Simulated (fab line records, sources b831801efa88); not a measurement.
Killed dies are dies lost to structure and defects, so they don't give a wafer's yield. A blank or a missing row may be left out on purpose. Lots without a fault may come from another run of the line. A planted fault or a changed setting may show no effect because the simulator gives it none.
fab line records | flow sky130
record lots=6 wafers=18 last_day=49
route steps=708 shown VT_ADJUST_PCH@152 SONOS_TUNNEL@154 PAD_OPEN@708
lots that met no fault: from a run of the same line without faults
start_h: hours from the record's first day to the start of the lot's first wafer shown | wait_h: hours since the lot's step before | " the same as in the row above | L1.1+2: a row that stands for several wafers | - no value, or no start given | * or withheld: withheld | < > ~ a bound
route shown NAME@n: a module of which the file shows steps, and the number in the route of the first | usual: mean/standard deviation of fault-free wafers | same: alike in all rows | chamber/n: place in a boat | sites: the reading at each site | _std_site: their standard deviation | _edge_site: outer sites' mean less inner sites' | radius_mm: how far each site lies from the wafer's centre | mask NAME#n: copy n | behind: the tool/chamber that last shaped the wafer | hold: why the lot was held/for how many hours/how that ended | device: the transistor (n, p or np) that didn't switch | end of line: the same wafers' tests at the end of the route | a step without rows: its recipe alone | killed: dies lost to structure and defects at the first sort, not the wafer's yield | map: a wafer's dies, x killed, . not, _ none there
set.NAME: the setting as run; set.NAME@STEP: as run at that earlier step | model.NAME: the simulator's own value behind a step, which no gauge read
lots at some steps of the route; a table a step, a row a wafer
services: from which hour (start_h, from the record's first day; less than 0 if before it) a tool's chamber was out of use, for how many hours, and why
## steps
# step SKY_VT_ADJUST_PCH_STRIP_09
# recipe chemistry=O2/N2 power_w=1400 pressure_mtorr=1500 platen_temp_c=withheld o2_flow_sccm=3000 n2_flow_sccm=300 overash_fraction=0.5
# usual drypump_motor_current_A=5.6/0.37 oes_product_au=0.722/0.0048 strip_time_to_endpoint_s=36.88/0.1
# columns lot.wafer tool chamber start_h wait_h drypump_motor_current_A oes_product_au rf_hours_counter_h strip_time_to_endpoint_s
L722.1 plasma_asher-01 0 274.45 0.1 6.0 0.725 46 36.80
L722.5 " 1 " " 5.5 0.717 - 36.83
L722.6 " 0 " " 5.9 0.719 - 36.68
L724.1 plasma_asher-02 0 290.09 0.1 5.0 0.729 17 36.93
L724.3 " 1 " " 5.5 0.720 - 36.86
L724.6 " 1 " " 5.5 0.724 - 36.94
L727.3 plasma_asher-04 1 306.89 0.1 5.2 0.724 - 36.93
L727.4 " 0 " " 6.2 0.724 - 36.84
L727.5 " 0 " " 6.2 0.723 - 36.94
L729.2 plasma_asher-04 1 326.46 0.1 5.2 0.727 66 36.93
L729.4 " 1 " " 5.2 0.721 - 37.03
L729.6 " 0 " " 6.2 0.726 - 36.90
L733.1 plasma_asher-01 0 355.35 0.1 5.9 0.726 53 37.07
L733.3 " 1 " " 5.5 0.720 - 36.96
L733.4 " 0 " " 5.9 0.726 - 37.02
L734.2 plasma_asher-02 0 363.55 0.1 5.1 0.729 23 36.82
L734.3 " 0 " " 5.0 0.715 - 36.87
L734.5 " 1 " " 5.5 0.718 - 36.89
# step SKY_VT_ADJUST_PCH_TW_MEAS_10
# usual VT_ADJUST_PCH_TW=142.6/1.4
# columns lot.wafer tool chamber start_h wait_h VT_ADJUST_PCH_TW
L722.1 film_metro-03 - 274.55 0.1 144.6
L722.5 " - " " 144.3
L722.6 " - " " 144.4
L724.1 film_metro-03 - 290.19 0.1 144.3
L724.3 " - " " 144.4
L724.6 " - " " 144.6
L727.3 film_metro-03 - 306.97 0.1 143.7
L727.4 " - " " 144.5
L727.5 " - " " 144.1
L729.2 film_metro-04 - 326.57 0.1 142.2
L729.4 " - " " 143.2
L729.6 " - " " 142.9
L733.1 film_metro-01 - 355.45 0.1 140.7
L733.3 " - " " 141.0
L733.4 " - " " 139.9
L734.2 film_metro-03 - 363.66 0.1 143.2
L734.3 " - " " 142.3
L734.5 " - " " 143.3
# step SKY_SONOS_TUNNEL_DEHYDRATE_00
# recipe temp_c=200 time_s=60
# step SKY_SONOS_TUNNEL_HMDS_01
# recipe prime_time_s=60 prime_temp_c=120
# step SKY_SONOS_TUNNEL_COAT_02
# recipe resist=NOVOLAK spin_rpm=3000 resist_thk_nm=1140
# step SKY_SONOS_TUNNEL_SOFTBAKE_03
# recipe temp_c=90 time_s=60 resist=NOVOLAK
# step SKY_SONOS_TUNNEL_EXPOSE_04
# recipe mask_id=TUNM na=0.6 source_shape=conventional sigma_outer=0.6 polarization=unpolarized target_cd_nm=410 dose_mj=136
# step SKY_SONOS_TUNNEL_PEB_05
# recipe temp_c=withheld time_s=* resist=NOVOLAK
# step SKY_SONOS_TUNNEL_DEVELOP_06
# recipe resist=NOVOLAK developer=TMAH develop_time_s=60 dev_temp_c=23
# step SKY_SONOS_TUNNEL_CD_MEAS_07
# recipe target_cd_nm=410
# usual cd_nm=409.6/2.4
# columns lot.wafer tool chamber start_h wait_h cd_nm
L722.1 cd_sem-02 - 298.01 0.1 409.5
L722.5 " - " " 412.3
L722.6 " - " " 410.4
L724.1 cd_sem-01 - 313.96 0.1 407.4
L724.3 " - " " 406.3
L724.6 " - " " 409.1
L727.3 cd_sem-01 - 334.50 0.1 412.5
L727.4 " - " " 412.9
L727.5 " - " " 412.4
L729.2 cd_sem-02 - 351.10 0.1 411.0
L729.4 " - " " 409.9
L729.6 " - " " 409.6
L733.1 cd_sem-02 - 382.06 0.1 409.9
L733.3 " - " " 410.0
L733.4 " - " " 409.4
L734.2 cd_sem-02 - 390.83 0.1 411.7
L734.3 " - " " 413.0
L734.5 " - " " 413.0
# step SKY_SONOS_TUNNEL_OVL_MEAS_08
# usual SONOS_TUNNEL_OVL=2.1/1.6
# columns lot.wafer tool chamber start_h wait_h SONOS_TUNNEL_OVL[nm]
L722.1 overlay-01 - 298.13 0.1 0.1
L722.5 " - " " -0.7
L722.6 " - " " -0.9
L724.1 overlay-01 - 314.08 0.1 0.6
L724.3 " - " " 0.8
L724.6 " - " " 1.2
L727.3 overlay-02 - 334.59 0.1 -1.0
L727.4 " - " " 1.5
L727.5 " - " " 0.7
L729.2 overlay-01 - 351.20 0.1 1.2
L729.4 " - " " 2.3
L729.6 " - " " 2.8
L733.1 overlay-01 - 382.18 0.1 1.3
L733.3 " - " " 2.8
L733.4 " - " " 2.6
L734.2 overlay-01 - 390.93 0.1 2.7
L734.3 " - " " 1.2
L734.5 " - " " 2.6
# step SKY_SONOS_TUNNEL_IMPLANT_09
# recipe species=B energy_kev=20 dose_cm2=1e+12 tilt_deg=withheld
# step SKY_SONOS_TUNNEL_WET_ETCH_10
# recipe chemistry=dHF target_depth_nm=14 target=SiO2 dilution=100:1 temp_c=25 time_s=280
# usual run_length_s=308/3.7
# columns lot.wafer tool chamber start_h wait_h run_length_s
L722.1 wet_bench-02 0 298.31 0.1 313
L722.5 " 0 " " 313
L722.6 " 0 " " 313
L724.1 wet_bench-01 0 314.26 0.1 305
L724.3 " 0 " " 305
L724.6 " 0 " " 305
L727.3 wet_bench-01 1 334.76 0.1 164
L727.4 " 1 " " 164
L727.5 " 1 " " 164
L729.2 wet_bench-01 1 351.38 0.1 157
L729.4 " 1 " " 157
L729.6 " 1 " " 157
L733.1 wet_bench-04 2 382.36 0.1 306
L733.3 " 2 " " 306
L733.4 " 2 " " 306
L734.2 wet_bench-04 0 391.11 0.1 307
L734.3 " 0 " " 307
L734.5 " 0 " " 307
# step SKY_SONOS_TUNNEL_STRIP_11
# recipe chemistry=SPM time_s=600 temp_c=130
# step SKY_PAD_OPEN_PROBE_99
# columns lot.wafer tool chamber start_h wait_h model.etest.sonos_erased.drive_ua_um model.etest.sonos_uncharged.r_on_ohm_um model.etest.sonos_erased.vt_v model.etest.sonos_programmed.off_log10_a_um model.etest.cap_ono.gate_log10_a_cm2 model.etest.cap_ono.gate_bv_v model.etest.cap_ono.tox_acc_nm model.etest.sonos_programmed.vt_v
L722.1 prober-02 - 1123.46 0.1 155.2 816.4 -2.151 -13.95 -8.179 16.7 13.09 1.373
L722.5 prober-02 - 1123.66 0.2 206.6 815.1 -2.319 -13.92 -7.846 16.39 12.88 1.505
L722.6 prober-02 - 1123.71 0.2 187.9 818.4 -2.253 -14 -7.854 16.5 12.92 1.463
L724.1 prober-01 - 1126.34 0.1 156.1 810.3 -2.179 -14 -8.058 16.82 13 1.456
L724.3 prober-01 - 1126.44 0.2 176.8 809.1 -2.19 -14.06 -8.036 16.8 13.01 1.422
L724.6 prober-01 - 1126.59 0.2 158.9 831.4 -2.157 -13.98 -8.086 16.34 13.04 1.369
L729.2 prober-01 - 1153.89 0.1 19.33 839.3 -0.3491 -13.59 -9.064 17.23 13.78 1.034
L729.4 prober-01 - 1153.99 0.2 51.24 844.8 -0.8385 -13.67 -8.859 16.78 13.65 1.079
L729.6 prober-01 - 1154.09 0.2 20.2 854.2 -0.3899 -13.2 -9.241 17.84 13.85 0.9323
L727.3 prober-02 - 1154.23 0.4 22 846.1 -0.411 -10.66 -9.325 17.82 14 0.6622
L727.4 prober-02 - 1154.28 0.4 23.38 848.3 -0.4383 -12.19 -9.131 17.36 13.84 0.8326
L727.5 prober-02 - 1154.33 0.5 22.16 829 -0.3989 -12.18 -9.116 16.88 13.76 0.8827
L733.1 prober-02 - 1168.98 0.1 184.6 815.2 -2.269 -13.82 -7.965 16.41 12.92 1.451
L733.3 prober-02 - 1169.08 0.2 164.6 799.7 -2.252 -14.01 -7.936 16.6 12.84 1.45
L733.4 prober-02 - 1169.13 0.2 181.2 792.2 -2.282 -14.11 -7.929 16.14 12.86 1.481
L734.2 prober-01 - 1172.35 0.1 238 808.2 -2.376 -13.89 -7.776 16.18 12.8 1.468
L734.3 prober-01 - 1172.40 0.2 181.9 799.8 -2.339 -14.05 -7.752 16.41 12.71 1.492
L734.5 prober-01 - 1172.50 0.2 178.5 818.5 -2.294 -13.92 -7.816 16.18 12.79 1.487
# killed by level:class
L722.1 VIA1:geometric_particle:open=10 VIA3:geometric_particle:open=10 CONTACT:geometric_particle:open=10 METAL2:geometric_particle:short=10 VIA2:geometric_particle:open=8 FIELD_ISO:geometric_particle:open=7 POLY_GATE:geometric_particle:open=7 VIA1:geometric_particle:short=5
L722.5 VIA1:geometric_particle:open=9 CONTACT:geometric_particle:open=8 METAL2:geometric_particle:short=7 VIA1:geometric_particle:short=7 VIA3:geometric_particle:short=7 VIA3:geometric_particle:open=6 LI_CONTACT:geometric_particle:open=5 VIA2:geometric_particle:open=4
L722.6 CONTACT:geometric_particle:open=16 VIA1:geometric_particle:open=11 VIA3:geometric_particle:open=9 VIA1:geometric_particle:short=8 VIA2:geometric_particle:open=7 LI_CONTACT:geometric_particle:open=7 FIELD_ISO:geometric_particle:open=5 SPACER:geometric_particle:open=5
L724.1 CONTACT:geometric_particle:open=14 VIA1:geometric_particle:open=11 LI_CONTACT:geometric_particle:open=7 VIA1:geometric_particle:short=7 VIA2:geometric_particle:open=6 CONTACT:geometric_particle:short=4 VIA3:geometric_particle:open=4 LOCAL_INTERCONNECT:geometric_particle:open=3
L724.3 CONTACT:geometric_particle:open=12 VIA1:geometric_particle:open=10 CONTACT:geometric_particle:short=8 LI_CONTACT:geometric_particle:open=7 VIA1:geometric_particle:short=6 METAL2:geometric_particle:short=5 VIA2:geometric_particle:open=5 VIA3:geometric_particle:open=4
L724.6 VIA1:geometric_particle:open=14 CONTACT:geometric_particle:open=12 LI_CONTACT:geometric_particle:open=7 VIA3:geometric_particle:open=4 CONTACT:geometric_particle:short=4 VIA1:geometric_particle:short=4 POLY_GATE:geometric_particle:open=3 METAL2:geometric_particle:open=3
L733.1 CONTACT:geometric_particle:open=12 LI_CONTACT:geometric_particle:open=7 METAL2:geometric_particle:short=7 CONTACT:geometric_particle:short=6 VIA2:geometric_particle:open=6 VIA1:geometric_particle:open=5 FIELD_ISO:geometric_particle:open=4 VIA3:geometric_particle:open=4
L733.3 VIA2:geometric_particle:open=9 VIA1:geometric_particle:open=8 LI_CONTACT:geometric_particle:open=5 LOCAL_INTERCONNECT:geometric_particle:short=5 CONTACT:geometric_particle:open=5 VIA3:geometric_particle:short=5 METAL2:geometric_particle:short=5 VIA3:geometric_particle:open=5
L733.4 CONTACT:geometric_particle:open=10 LI_CONTACT:geometric_particle:open=9 VIA1:geometric_particle:open=8 METAL2:geometric_particle:short=8 VIA3:geometric_particle:open=6 LI_CONTACT:geometric_particle:short=4 LOCAL_INTERCONNECT:geometric_particle:short=4 METAL1:geometric_particle:short=4
L734.2 VIA1:geometric_particle:open=14 CONTACT:geometric_particle:open=10 VIA2:geometric_particle:open=8 SPACER:geometric_particle:short=6 CONTACT:geometric_particle:short=6 METAL2:geometric_particle:short=6 LI_CONTACT:geometric_particle:open=5 METAL1:geometric_particle:short=5
L734.3 VIA1:geometric_particle:open=8 CONTACT:geometric_particle:open=7 VIA2:geometric_particle:open=7 LI_CONTACT:geometric_particle:open=6 METAL2:geometric_particle:short=6 METAL1:geometric_particle:short=5 VIA2:geometric_particle:short=5 METAL1:geometric_particle:open=4
L734.5 CONTACT:geometric_particle:open=10 LI_CONTACT:geometric_particle:open=9 LOCAL_INTERCONNECT:geometric_particle:short=7 CONTACT:geometric_particle:short=7 POLY_GATE:geometric_particle:open=6 VIA1:geometric_particle:open=5 METAL1:geometric_particle:short=5 VIA2:geometric_particle:open=5
## services
# columns tool chamber start_h hours kind
plasma_asher-02 - 259.38 0.3 repair
plasma_asher-02 - 268.93 1.0 repair
wet_bench-04 - 291.59 17.1 repair
plasma_asher-02 - 295.31 2.1 repair
plasma_asher-02 - 329.51 6.4 repair
plasma_asher-01 - 332.88 0.4 repair
wet_bench-04 - 335.02 0.5 repair
plasma_asher-01 - 336.74 2.2 repair
plasma_asher-04 - 342.01 4.0 repair
## key
first_sign step=SKY_SONOS_TUNNEL_WET_ETCH_10 reading=run_length_s direction=down sigmas=40 usual=* struck=*
effect none on later readings
model_effect step=SKY_PAD_OPEN_PROBE_99 value=etest.sonos_erased.drive_ua_um without=186.1 struck=26.38
met_at SKY_SONOS_TUNNEL_WET_ETCH_10
struck_wafers L727.3,L727.4,L727.5,L729.2,L729.4,L729.6
sort_left_out L727.3,L727.4,L727.5,L729.2,L729.4,L729.6
tester_left_out L727,L729
onset_between 314.26 334.76
fault kind=process_parameter_drift tool=wet_bench-01 chamber=- onset_h=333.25 steps=SKY_SONOS_TUNNEL_WET_ETCH_10 channel=time_s offset=* shape=step end_h=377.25 acts_in=* stated=*
# tester_left_out: of these lots the tester's yield and bins aren't shown, on N5 and GAA mostly nor the transistor test; their killed dies are dies lost to structure and defects alone, not to doping, threshold or leakage, so they don't give the yield
# sort_left_out: the simulated sort isn't trusted on such a fault, so these wafers' sort isn't shown, and their yield isn't known
